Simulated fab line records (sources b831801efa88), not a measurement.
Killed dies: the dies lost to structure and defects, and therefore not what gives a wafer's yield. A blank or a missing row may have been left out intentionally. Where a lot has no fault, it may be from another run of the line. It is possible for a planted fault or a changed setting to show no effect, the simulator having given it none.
fab line records ; flow sky130 ; part 2 of 2: steps 30 to 41 of 41
[record] lots = 5; wafers = 15; last-day = 50
route steps=708 shown VT_ADJUST_HVTR@139 VT_ADJUST_PCH@143 SONOS_TUNNEL@154 SONOS_ONO@168
lots untouched by any fault: they come from a run of this same line in which no faults occurred
start-h: hours from the record's first day to the start of the lot's first wafer shown ; wait-h: how many hours have passed since the lot's step before this one ; " identical to the entry in the row above ; L1.1+2: one row covering several wafers at once ; - no value, or no start was given ; * or withheld: withheld ; < > ~ a bound
route shown NAME@n: a module of which the file shows steps, and the number in the route of the first ; usual: mean/standard deviation taken from wafers without a fault ; same: alike in all rows ; chamber/n: place in a boat ; sites: per-site readings ; _std_site: the standard deviation of these ; _edge_site: outer sites' mean less inner sites' ; radius-mm: how far each site lies from the wafer's centre ; mask NAME#n: copy n ; behind: the most recent tool/chamber to have shaped the wafer ; hold: why the lot was held/for how many hours/how that ended ; device: the transistor (n, p or np) that didn't switch ; end of line: tests run on the same wafers once the route is complete ; where a step has no rows: the recipe by itself ; killed: dies lost to structure and defects at the first sort, not the wafer's yield ; map: per-die view of a wafer (x killed, . not killed, _ where there is no die)
set.NAME: the setting the step ran with; set.NAME@STEP: the setting that earlier step ran with ; model.NAME: the simulator's own value behind a step, which no gauge read
certain route steps with their lots: each step a table, each wafer a row
services: when a tool's chamber went out of use (start-h, in hours from the record's first day, below 0 if earlier), for how many hours, and the reason
[[steps]]
[step SKY_SONOS_ONO_OXIDATION_00]
[recipe] temp-c = 800; ambient = O2; idle-temp-c = 700; ramp-up-c-per-min = 10; ramp-down-c-per-min = 3; stabilise-s = 600; purge-s = 300; target-thk-a = 26; ox-time-s = 1249
[usual] ox-temp-c-max = 803.8/1.4; zone-power-bottom-pct = 17.9/1.3
lot.wafer;tool;chamber;start-h;wait-h;ox-temp-c-max;zone-power-bottom-pct
L076.3;furnace-01;0;267.77;0.4;802.2;16.9
L076.4;furnace-01;0;267.77;0.4;802.8;16.7
L076.5;furnace-01;0;267.77;0.4;802.4;16.6
L084.2;furnace-02;0;339.02;0.0;804.4;19.5
L084.3;furnace-02;0;339.02;0.0;803.2;19.2
L084.5;furnace-02;0;339.02;0.0;805.1;19.7
L091.2;furnace-02;0;390.29;1.1;804.8;19.5
L091.3;furnace-02;0;390.29;1.1;806.6;19.1
L091.6;furnace-02;0;390.29;1.1;804.2;19.6
L094.2;furnace-01;0;411.73;2.6;802.9;16.7
L094.3;furnace-01;0;411.73;2.6;802.2;16.9
L094.4;furnace-01;0;411.73;2.6;802.2;16.8
L097.1;furnace-02;0;434.68;0.7;806.3;19.4
L097.3;furnace-02;0;434.68;0.7;805.5;19.6
L097.4;furnace-02;0;434.68;0.7;805.0;19.2
[step SKY_SONOS_ONO_THK_MEAS_01]
[recipe] reads = SiO2_of_SONOS_ONO_OXIDATION_00
[usual] SONOS_ONO_OXIDATION_THK = 2.62/0.049
lot.wafer;tool;chamber;start-h;wait-h;SONOS_ONO_OXIDATION_THK[nm]
L076.3;film-metro-01;-;269.14;0.0;2.60
L076.4;film-metro-01;-;269.14;0.0;2.60
L076.5;film-metro-01;-;269.14;0.0;2.62
L084.2;film-metro-03;-;340.38;0.0;2.58
L084.3;film-metro-03;-;340.38;0.0;2.56
L084.5;film-metro-03;-;340.38;0.0;2.62
L091.2;film-metro-02;-;391.65;0.0;2.53
L091.3;film-metro-02;-;391.65;0.0;2.58
L091.6;film-metro-02;-;391.65;0.0;2.59
L094.2;film-metro-02;-;413.09;0.0;2.59
L094.3;film-metro-02;-;413.09;0.0;2.65
L094.4;film-metro-02;-;413.09;0.0;2.66
L097.1;film-metro-01;-;436.03;0.0;2.62
L097.3;film-metro-01;-;436.03;0.0;2.60
L097.4;film-metro-01;-;436.03;0.0;2.56
[step SKY_SONOS_ONO_CVD_02]
[recipe] material = Si3N4; precursor = DCS/NH3; target-thk-nm = 10.5; temp-c = 770; time-s = 180; pressure-mtorr = 250
[usual] zone-power-bottom-pct = 19.4/1.1
lot.wafer;tool;chamber;start-h;wait-h;zone-power-bottom-pct
L076.3;lpcvd-02;0;269.62;0.5;20.6
L076.4;lpcvd-02;0;269.62;0.5;20.3
L076.5;lpcvd-02;0;269.62;0.5;20.8
L084.2;lpcvd-02;0;340.91;0.5;20.7
L084.3;lpcvd-02;0;340.91;0.5;21.0
L084.5;lpcvd-02;0;340.91;0.5;20.3
L091.2;lpcvd-02;1;394.45;2.8;18.6
L091.3;lpcvd-02;1;394.45;2.8;18.5
L091.6;lpcvd-02;1;394.45;2.8;18.5
L094.2;lpcvd-02;1;414.30;1.2;18.5
L094.3;lpcvd-02;1;414.30;1.2;18.5
L094.4;lpcvd-02;1;414.30;1.2;18.4
L097.1;lpcvd-02;0;436.09;0.1;20.6
L097.3;lpcvd-02;0;436.09;0.1;20.4
L097.4;lpcvd-02;0;436.09;0.1;20.5
[step SKY_SONOS_ONO_THK_MEAS_03]
[recipe] reads = Si3N4_of_SONOS_ONO_CVD_02
[usual] SONOS_ONO_CVD_02_THK = 10.52/0.12
lot.wafer;tool;chamber;start-h;wait-h;SONOS_ONO_CVD_02_THK[nm]
L076.3;film-metro-03;-;270.69;0.0;10.55
L076.4;film-metro-03;-;270.69;0.0;10.51
L076.5;film-metro-03;-;270.69;0.0;10.68
L084.2;film-metro-02;-;341.97;0.0;10.35
L084.3;film-metro-02;-;341.97;0.0;10.47
L084.5;film-metro-02;-;341.97;0.0;10.39
L091.2;film-metro-03;-;395.51;0.0;10.63
L091.3;film-metro-03;-;395.51;0.0;10.57
L091.6;film-metro-03;-;395.51;0.0;10.55
L094.2;film-metro-01;-;415.36;0.0;10.34
L094.3;film-metro-01;-;415.36;0.0;10.39
L094.4;film-metro-01;-;415.36;0.0;10.33
L097.1;film-metro-01;-;437.14;0.0;10.46
L097.3;film-metro-01;-;437.14;0.0;10.57
L097.4;film-metro-01;-;437.14;0.0;10.54
[step SKY_SONOS_ONO_CVD_04]
[recipe] material = SiO2; precursor = SiH4/N2O; target-thk-nm = 5.7199; temp-c = 900; pressure-mtorr = 400
[usual] zone-power-bottom-pct = 26.7/0.77
lot.wafer;tool;chamber;start-h;wait-h;zone-power-bottom-pct
L076.3;lpcvd-03;0;270.73;0.0;27.3
L076.4;lpcvd-03;0;270.73;0.0;27.7
L076.5;lpcvd-03;0;270.73;0.0;27.4
L084.2;lpcvd-03;1;342.02;0.0;26.5
L084.3;lpcvd-03;1;342.02;0.0;26.2
L084.5;lpcvd-03;1;342.02;0.0;25.9
L091.2;lpcvd-03;0;395.56;0.0;27.6
L091.3;lpcvd-03;0;395.56;0.0;27.6
L091.6;lpcvd-03;0;395.56;0.0;27.8
L094.2;lpcvd-03;0;415.41;0.0;28.1
L094.3;lpcvd-03;0;415.41;0.0;28.0
L094.4;lpcvd-03;0;415.41;0.0;27.3
L097.1;lpcvd-03;1;437.20;0.1;26.0
L097.3;lpcvd-03;1;437.20;0.1;26.0
L097.4;lpcvd-03;1;437.20;0.1;26.7
[step SKY_SONOS_ONO_THK_MEAS_05]
[recipe] reads = SiO2_of_SONOS_ONO_CVD_04
[usual] SONOS_ONO_CVD_04_THK = 5.78/0.11
lot.wafer;tool;chamber;start-h;wait-h;SONOS_ONO_CVD_04_THK[nm]
L076.3;film-metro-02;-;272.63;0.0;5.71
L076.4;film-metro-02;-;272.63;0.0;5.78
L076.5;film-metro-02;-;272.63;0.0;5.79
L084.2;film-metro-03;-;343.91;0.0;5.92
L084.3;film-metro-03;-;343.91;0.0;6.03
L084.5;film-metro-03;-;343.91;0.0;5.97
L091.2;film-metro-02;-;396.82;0.0;5.78
L091.3;film-metro-02;-;396.82;0.0;5.81
L091.6;film-metro-02;-;396.82;0.0;5.80
L094.2;film-metro-01;-;416.67;0.0;5.82
L094.3;film-metro-01;-;416.67;0.0;5.85
L094.4;film-metro-01;-;416.67;0.0;5.86
L097.1;film-metro-03;-;438.45;0.0;5.81
L097.3;film-metro-03;-;438.45;0.0;5.87
L097.4;film-metro-03;-;438.45;0.0;5.90
[step SKY_SONOS_ONO_DEHYDRATE_06]
[recipe] temp-c = 200; time-s = 60
[usual] plate-temp-C = 199.99/0.14
lot.wafer;tool;chamber;start-h;wait-h;plate-temp-C
L076.3;litho-track-02;0;283.80;11.2;200.10
L076.4;litho-track-02;0;283.80;11.2;200.03
L076.5;litho-track-02;0;283.80;11.2;200.24
L084.2;litho-track-02;0;357.37;13.5;200.12
L084.3;litho-track-02;0;357.37;13.5;199.96
L084.5;litho-track-02;0;357.37;13.5;199.85
L091.2;litho-track-01;0;411.18;14.4;200.05
L091.3;litho-track-01;0;411.18;14.4;200.03
L091.6;litho-track-01;0;411.18;14.4;199.94
L094.2;litho-track-01;0;430.88;14.2;200.07
L094.3;litho-track-01;0;430.88;14.2;200.12
L094.4;litho-track-01;0;430.88;14.2;199.99
L097.1;litho-track-04;0;453.74;15.3;199.88
L097.3;litho-track-04;0;453.74;15.3;199.91
L097.4;litho-track-04;0;453.74;15.3;199.81
[step SKY_SONOS_ONO_HMDS_07]
[recipe] prime-time-s = 60; prime-temp-c = 120
lot.wafer;tool;chamber;start-h;wait-h
L076.3+4+5;litho-track-02;0;283.95;0.1
L084.2+3+5;litho-track-02;0;357.52;0.1
L091.2+3+6;litho-track-01;0;411.33;0.1
L094.2+3+4;litho-track-01;0;431.03;0.1
L097.1+3+4;litho-track-04;0;453.89;0.1
[step SKY_SONOS_ONO_COAT_08]
[recipe] resist = NOVOLAK; spin-rpm = 3000; resist-thk-nm = 1140
lot.wafer;tool;chamber;start-h;wait-h
L076.3+4+5;litho-track-02;0;284.10;0.1
L084.2+3+5;litho-track-02;0;357.67;0.1
L091.2+3+6;litho-track-01;0;411.48;0.1
L094.2+3+4;litho-track-01;0;431.18;0.1
L097.1+3+4;litho-track-04;0;454.04;0.1
[step SKY_SONOS_ONO_SOFTBAKE_09]
[recipe] temp-c = 90; time-s = 60; resist = NOVOLAK
[usual] plate-temp-C = 89.99/0.11
lot.wafer;tool;chamber;start-h;wait-h;plate-temp-C
L076.3;litho-track-02;0;284.25;0.1;89.95
L076.4;litho-track-02;0;284.25;0.1;89.77
L076.5;litho-track-02;0;284.25;0.1;89.86
L084.2;litho-track-02;0;357.82;0.1;90.22
L084.3;litho-track-02;0;357.82;0.1;90.12
L084.5;litho-track-02;0;357.82;0.1;89.86
L091.2;litho-track-01;0;411.63;0.1;89.97
L091.3;litho-track-01;0;411.63;0.1;89.72
L091.6;litho-track-01;0;411.63;0.1;90.13
L094.2;litho-track-01;0;431.33;0.1;89.90
L094.3;litho-track-01;0;431.33;0.1;90.04
L094.4;litho-track-01;0;431.33;0.1;89.83
L097.1;litho-track-04;0;454.19;0.1;90.09
L097.3;litho-track-04;0;454.19;0.1;89.93
L097.4;litho-track-04;0;454.19;0.1;90.13
[step SKY_SONOS_ONO_EXPOSE_10]
[recipe] mask-id = ONOM; target-cd-nm = 410; na = 0.6; source-shape = conventional; sigma-outer = 0.6; dose-mj = 150
lot.wafer;tool;chamber;start-h;wait-h;mask
L076.3+4+5;iline-stepper-02;0;-;-;ONOM#0
L084.2+3+5;iline-stepper-01;0;-;-;ONOM#0
L091.2+3+6;iline-stepper-02;0;-;-;ONOM#0
L094.2+3+4;iline-stepper-02;0;-;-;ONOM#0
L097.1+3+4;iline-stepper-01;0;-;-;ONOM#0
[step SKY_SONOS_ONO_PEB_11]
[recipe] temp-c = withheld; time-s = *; resist = NOVOLAK
lot.wafer;tool;chamber;start-h;wait-h
L076.3+4+5;litho-track-01;0;-;-
L084.2+3+5;litho-track-02;0;-;-
L091.2+3+6;litho-track-04;0;-;-
L094.2+3+4;litho-track-02;0;-;-
L097.1+3+4;litho-track-02;0;-;-
[[services]]
tool;chamber;start-h;hours;kind
lpcvd-02;-;206.22;1.4;repair
plasma-asher-03;-;208.15;1.9;repair
iline-stepper-02;-;242.89;1.7;pm
wet-bench-01;-;244.31;2.0;repair
lpcvd-02;-;261.45;2.6;repair
implanter-04;-;261.75;4.9;pm
furnace-02;-;273.10;3.6;pm
plasma-asher-03;-;274.20;2.4;repair
lpcvd-03;-;304.10;6.1;pm
iline-stepper-01;-;323.65;4.6;repair
implanter-03;-;326.99;1.8;repair
lpcvd-03;-;333.93;1.2;repair
implanter-03;-;335.56;3.5;pm
implanter-03;-;355.11;3.2;repair
lpcvd-03;-;368.00;2.8;pm
plasma-asher-02;-;373.75;0.7;repair
implanter-03;-;381.92;3.5;repair
plasma-asher-02;-;387.23;2.8;pm
iline-stepper-01;-;394.73;1.7;pm
implanter-03;-;427.09;1.6;repair
lpcvd-02;-;457.17;2.5;repair
iline-stepper-01;-;458.39;1.0;repair
iline-stepper-02;-;461.07;1.7;pm
iline-stepper-02;-;468.79;1.6;repair
